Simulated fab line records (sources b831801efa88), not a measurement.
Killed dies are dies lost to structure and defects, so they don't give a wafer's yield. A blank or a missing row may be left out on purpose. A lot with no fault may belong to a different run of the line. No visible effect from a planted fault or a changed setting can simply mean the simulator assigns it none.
Commonality check across tools -- flow sky130 -- 11 lots and 33 wafers in the sample

REASON FOR OPENING
SKY_POLY_GATE_THK_MEAS_21, reading POLY_GATE_OXIDATION_THK: flagged on 2 of 11 lots. Fault-free wafers read 3.98 nm, with a standard deviation of 0.09.
Rule: a lot is flagged in two cases, either no wafer of it has a number, or all its wafers with numbers fall more than 4 standard deviations from that mean. The rest of the lots are taken to be sound.

lot,measured,on,"POLY_GATE_OXIDATION_THK (nm), wafer by wafer",flag
L114,day 17 08:58,film-metro-04,6.86 6.77 6.87,FLAGGED
L118,day 18 11:19,film-metro-02,3.99 3.97 3.98,
L120,day 19 06:37,film-metro-04,6.68 6.64 6.75,FLAGGED
L121,day 19 09:29,film-metro-01,4.00 4.07 3.99,
L125,day 21 08:05,film-metro-01,3.91 3.83 3.83,
L126,day 21 18:32,film-metro-02,3.94 3.82 3.83,
L129,day 22 18:37,film-metro-02,4.06 4.03 4.05,
L130,day 22 21:13,film-metro-01,3.76 3.95 3.84,
L132,day 23 15:26,film-metro-02,3.91 3.96 3.97,
L133,day 23 20:51,film-metro-01,4.00 3.92 3.99,
L135,day 24 09:24,film-metro-04,3.88 3.97 3.91,
The mean of the flagged lots' numbers is 6.76 nm, +2.78 nm from the usual (+31 standard deviations).

TOOL THAT RAN EACH LOT
The record holds 2 process steps before the reading, out of a route of 708 steps. Every cell lists first the tool, next ch and the chambers used by the sampled wafers, and last the start.
lot,flag,SKY_GATE_OXIDE_STRIP_13,SKY_POLY_GATE_OXIDATION_20
L114,FLAGGED,"plasma-asher-02 ch 0,1, day 14 15:50","furnace-01 ch 0, day 17 06:04 and furnace-02 ch 0, day 17 07:38"
L118,,"plasma-asher-01 ch 0,1, day 15 15:41","furnace-01 ch 0, day 18 10:04"
L120,FLAGGED,"plasma-asher-01 ch 0,1, day 16 05:04","furnace-01 ch 0, day 19 02:49 and furnace-02 ch 0, day 19 05:19"
L121,,"plasma-asher-01 ch 0,1, day 16 13:49","furnace-02 ch 0, day 19 08:14"
L125,,"plasma-asher-03 ch 0,1, day 18 10:26","furnace-01 ch 0, day 21 06:49"
L126,,"plasma-asher-03 ch 0,1, day 18 20:24","furnace-01 ch 0, day 21 17:17"
L129,,"plasma-asher-03 ch 0,1, day 19 23:10","furnace-02 ch 0, day 22 17:22"
L130,,"plasma-asher-02 ch 0,1, day 20 00:55","furnace-01 ch 0, day 22 19:58"
L132,,"plasma-asher-01 ch 0,1, day 20 20:23","furnace-02 ch 0, day 23 14:10"
L133,,"plasma-asher-01 ch 0,1, day 21 00:32","furnace-02 ch 0, day 23 19:36"
L135,,"plasma-asher-02 ch 0,1, day 21 15:23","furnace-01 ch 0, day 24 08:09"
These steps, and what they do:
- SKY_GATE_OXIDE_STRIP_13: strips in O2/N2.
- SKY_POLY_GATE_OXIDATION_20: stabilise 600 s, purge 300 s, target thk 4 nm.
- SKY_POLY_GATE_THK_MEAS_21

FLAGGED AGAINST TOTAL, ONE TOOL AT A TIME (gauges that did the reading follow at the end)
step,tool,lots run,flagged,share of the flagged lots,sound lots run after its first flagged lot
SKY_GATE_OXIDE_STRIP_13,plasma-asher-01,5,1,some,"3 (L121,L132,L133)"
SKY_GATE_OXIDE_STRIP_13,plasma-asher-02,3,1,some,"2 (L130,L135)"
SKY_GATE_OXIDE_STRIP_13,plasma-asher-03,3,0,none,-
SKY_POLY_GATE_OXIDATION_20,furnace-01,7,2,all,"5 (L118,L125,L126,L130,L135)"
SKY_POLY_GATE_OXIDATION_20,furnace-02,6,2,all,"4 (L121,L129,L132,L133)"
SKY_POLY_GATE_THK_MEAS_21,film-metro-01,4,0,none,-
SKY_POLY_GATE_THK_MEAS_21,film-metro-02,4,0,none,-
SKY_POLY_GATE_THK_MEAS_21,film-metro-04,3,2,all,1 (L135)

THE TABLE: WHAT IT ALLOWS
Every flagged lot was run by 3 rows of the table: furnace-01 at SKY_POLY_GATE_OXIDATION_20, furnace-02 at SKY_POLY_GATE_OXIDATION_20 and film-metro-04 at SKY_POLY_GATE_THK_MEAS_21.
- furnace-01 at SKY_POLY_GATE_OXIDATION_20 ran 7 lots, 2 of them flagged. Sound lots ran on it after the first flagged one (L118, L125, L126, L130, L135), which a lasting fault on the whole tool wouldn't allow.
- furnace-02 at SKY_POLY_GATE_OXIDATION_20 ran 6 lots, 2 of them flagged. Sound lots ran on it after the first flagged one (L121, L129, L132, L133), which a lasting fault on the whole tool wouldn't allow.
- film-metro-04 at SKY_POLY_GATE_THK_MEAS_21 ran 3 lots, 2 of them flagged. Sound lots ran on it after the first flagged one (L135), which a lasting fault on the whole tool wouldn't allow.
None of the table's rows ran every flagged lot and, after the first, no sound lot.

WHAT HAD BEEN PUT IN BY THE SIMULATOR
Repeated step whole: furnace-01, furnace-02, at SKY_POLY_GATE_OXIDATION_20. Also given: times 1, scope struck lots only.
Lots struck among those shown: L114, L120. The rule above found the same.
